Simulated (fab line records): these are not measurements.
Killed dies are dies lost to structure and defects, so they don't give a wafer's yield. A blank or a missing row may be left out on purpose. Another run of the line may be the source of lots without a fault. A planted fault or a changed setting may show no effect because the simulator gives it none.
Code-filled problem report in 8D (eight disciplines) form    flow sfq line    the parts of the form that need people (team, actions taken, sign-off) are left out

== 1. THE PROBLEM ==
Mean M0_NB_RS at SFQ_M0_RS_MEAS_904: 0.649 ohm/sq over 4 wafers in 2 lots; fault-free wafers: 0.891 ohm/sq, standard deviation 0.0086. Relative to the usual mean, that is a shift of -28 standard deviations.
The step: measures by four-point-probe.
First seen on wafer L390.3, day 9 15:44, on film metro-01. The record holds 42 wafers of 14 lots with a number at this step. By rule, "out" or "out of limits" means more than 4 standard deviations away from the usual mean. All remaining wafers that have a number are taken as sound.

== 2. WHAT IT IS AND WHAT IT IS NOT ==
question                     is                              is not
which readings at this step  M0_NB_RS                        -
which lots                   L390, L391                      L384, L385, L386, L389, L397, L400, L402, L403, L404, L405, L406, L407
which wafers of those lots   L390.3, L390.6, L391.3, L391.5  L390.2, L391.6
read on which gauges         film metro-01                   film metro-02, film metro-03
when                         from day 9 15:44                up to then (13 sound wafers); but 25 sound wafers of L391, L397, L400, L402, L403, L404, L405, L406, L407 came after

== 3. WHAT RULES OUT EACH SUSPECT ==
Counting: any tool at a process step up to the reading remains a suspect provided it ran every lot that is out. Sound lots after the first of them don't rule it out here, since some wafers of a struck lot are sound.
- the gauge at SFQ_M0_RS_MEAS_904 is ruled out. All the wafers that are out were read on film metro-01, but those of them that SFQ_TRILAYER_M0_ETCH_METAL_ETCH_024 has rows for are out there too, on other tools.
- pvd sputter-06 at SFQ_TRILAYER_M0_DEP_SPUTTER_019 (material Nb, target thk 200 nm, time 133.3 s): kept. Every lot that is out went through it, the first being L390 (day 9 15:38); the last sound lot it ran before that was L386 (day 7 18:42).
Remaining after the count: pvd sputter-06 at SFQ_TRILAYER_M0_DEP_SPUTTER_019.

== 4. THE CAUSE (what the simulator had put in) ==
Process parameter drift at SFQ_TRILAYER_M0_DEP_SPUTTER_019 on pvd sputter-06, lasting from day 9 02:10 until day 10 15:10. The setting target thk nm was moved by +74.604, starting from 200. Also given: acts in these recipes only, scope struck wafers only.
Only this tool survived the counting.

== 5. THE CHAIN OF EFFECTS, in route order ==
One row per reading whose mean, taken over the struck wafers that have a number, lies over 3 standard deviations from the usual. Only readings whose record carries a usual standard deviation are examined. hours: median over the lots of the time between each lot's start at the first step of this table that gives one and its start at this step. sigmas: the change, counted in usual standard deviations.
hours  step                                 reading         usual         on struck wafers  change  sigmas
0      SFQ_M0_RS_MEAS_904                   M0_NB_RS        0.891 ohm/sq  0.649             -0.242  -28
115    SFQ_TRILAYER_M0_ETCH_METAL_ETCH_024  oes product au  0.894 a.u.    0.998             +0.104  +16
Process steps it contains:
- SFQ_TRILAYER_M0_ETCH_METAL_ETCH_024: etches Nb in Cl2/Ar, stops on SiO2, target depth 240 nm, time 120 s.
Later steps that measure or inspect, where all struck wafers having a row at the step show a number for every such reading and not one has moved that far: SFQ_M5_OVL_MEAS_932.

== 6. WHAT WOULD HAVE CAUGHT IT SOONER ==
The first out-of-limits reading at a measuring or inspecting step in this record came at day 9 15:44, 14 hours after the fault's start at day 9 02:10.
Of the tool readings at SFQ_TRILAYER_M0_DEP_SPUTTER_019 for which the record gives a usual standard deviation, none was out on any struck wafer, so an alarm limit of 4 standard deviations on them would not have fired.
Of the lots that are out (2), L391 began SFQ_TRILAYER_M0_DEP_SPUTTER_019 on pvd sputter-06 after day 9 15:44. A hold on the tool at that time would have spared it.
